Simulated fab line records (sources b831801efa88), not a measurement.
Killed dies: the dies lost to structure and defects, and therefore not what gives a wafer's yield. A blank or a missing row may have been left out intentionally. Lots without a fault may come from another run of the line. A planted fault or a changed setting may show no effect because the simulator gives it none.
Which tool did it? | flow sky130 | Sampling: 7 lots, 21 wafers, 2 of 708 route steps

## WHAT THE GAUGES READ, wafer by wafer
SKY_LDD_LDN_TW_MEAS_13.
lot  | measured     | on            | LDD_LDN_TW
L298 | day 22 20:37 | film-metro-01 | 1516 1512 1517
L301 | day 24 23:02 | film-metro-04 | 1460 1465 1460
L304 | day 25 13:08 | film-metro-03 | 1492 1484 1487
L306 | day 26 08:34 | film-metro-03 | 1478 1475 1472
L315 | day 28 21:58 | film-metro-01 | 1382 1385 1379
L316 | day 29 22:44 | film-metro-03 | 1345 1353 1355
L320 | day 30 20:41 | film-metro-04 | 1473 1474 1478

## WHAT TOOL EACH LOT RAN ON (gives the tool, then ch and the chambers of the sampled wafers, and finally the start)
lot  | SKY_LDD_LDN_IMPLANT_11
L298 | implanter-03 ch 0, day 22 20:22
L301 | implanter-03 ch 0, day 24 22:47
L304 | implanter-03 ch 0, day 25 12:54
L306 | implanter-03 ch 0, day 26 08:19
L315 | implanter-01, day 28 21:45
L316 | implanter-01, day 29 22:29
L320 | implanter-01 ch 0, day 30 20:26
- SKY_LDD_LDN_IMPLANT_11

## THE ANSWER, worked out from the rows above alone
Rule: the usual values come from the lots themselves. The widest of any qualifying gaps counts: lots, ordered by their means at a reading, are off when they make up no more than a third of the lots, leave a main group of 4 or more, and stand apart from it by 3 or more times the standard deviation of that group's means. A main group is skipped when, at the precision printed for the reading in the tables above, its means are all equal. A lot without any number at a reading at which 4 lots or more have one is off too. All remaining lots with rows at the step are treated as sound.
Off: L315, L316, at SKY_LDD_LDN_TW_MEAS_13 (LDD_LDN_TW). The main group: mean 1483, standard deviation 18.
A tool fits if, at a process step before that reading, it ran every lot that is off, and no sound lot after the first of them. The gauges at SKY_LDD_LDN_TW_MEAS_13 are tried like those tools. None of those tried fits.

## WHAT THE SIMULATOR HAD PUT IN
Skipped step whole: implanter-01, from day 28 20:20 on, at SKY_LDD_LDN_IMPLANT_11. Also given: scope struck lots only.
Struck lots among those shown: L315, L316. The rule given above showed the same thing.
